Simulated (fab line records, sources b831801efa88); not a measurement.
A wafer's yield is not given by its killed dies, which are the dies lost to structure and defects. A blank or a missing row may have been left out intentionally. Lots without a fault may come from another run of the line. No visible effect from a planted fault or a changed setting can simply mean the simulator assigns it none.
Which tool did it? / flow gf180mcu / 6 lots, 18 wafers sampled, at 3 steps of a route of 602

WHAT THE GAUGES READ, wafer by wafer
GF_V5_RS_MEAS_24: uses a four-point probe to measure.
lot=L698; measured=day 27 20:20; on=filmMetro-03; V5_W_RS (ohm/sq)=0.329 0.324 0.323
lot=L701; measured=day 28 16:48; on=filmMetro-02; V5_W_RS (ohm/sq)=0.333 0.331 0.327
lot=L705; measured=day 29 23:17; on=filmMetro-01; V5_W_RS (ohm/sq)=0.327 0.330 0.327
lot=L713; measured=day 32 00:10; on=filmMetro-03; V5_W_RS (ohm/sq)=0.327 0.323 0.324
lot=L716; measured=day 32 21:48; on=filmMetro-03; V5_W_RS (ohm/sq)=0.319 0.323 0.319
lot=L719; measured=day 33 12:44; on=filmMetro-03; V5_W_RS (ohm/sq)=0.333 0.329 0.331

TOOL THAT RAN EACH LOT (tool first, then ch and the chambers of the sampled wafers, then the start)
lot=L698; GF_M2_SPUTTER_04=pvdSputter-01, day 18 21:25; GF_V5_SPUTTER_21=pvdSputter-04, day 27 20:07
lot=L701; GF_M2_SPUTTER_04=pvdSputter-03, day 19 22:59; GF_V5_SPUTTER_21=pvdSputter-02, day 28 16:10
lot=L705; GF_M2_SPUTTER_04=pvdSputter-04, day 21 10:53; GF_V5_SPUTTER_21=pvdSputter-02, day 29 23:02
lot=L713; GF_M2_SPUTTER_04=pvdSputter-01, day 24 00:17; GF_V5_SPUTTER_21=pvdSputter-03, day 31 23:56
lot=L716; GF_M2_SPUTTER_04=pvdSputter-04, day 25 08:11; GF_V5_SPUTTER_21=pvdSputter-04, day 32 21:34
lot=L719; GF_M2_SPUTTER_04=pvdSputter-04, day 26 00:22; GF_V5_SPUTTER_21=pvdSputter-03, day 33 12:30
- GF_M2_SPUTTER_04: material TiN, target thk 50 nm, time 41.7 s.
- GF_V5_SPUTTER_21: material Ti, target thk 15 nm, time 80.02 s.

THE ANSWER, worked out from the rows above alone
Rule: the usual values come from the lots themselves. The widest of any qualifying gaps counts: lots, ordered by their means at a reading, are off when they make up no more than a third of the lots, leave a main group of 4 or more, and stand apart from it by 3 or more times the standard deviation of that group's means. A main group whose means are all the same, to the digits that the tables above print for the reading, isn't used. Also off: a lot with no number at a reading for which 4 or more lots have one. The other lots that the step has rows for count as sound.
No lot is off on any of the readings shown, so nothing can be concluded from this.

WHAT WAS PUT IN BY THE SIMULATOR
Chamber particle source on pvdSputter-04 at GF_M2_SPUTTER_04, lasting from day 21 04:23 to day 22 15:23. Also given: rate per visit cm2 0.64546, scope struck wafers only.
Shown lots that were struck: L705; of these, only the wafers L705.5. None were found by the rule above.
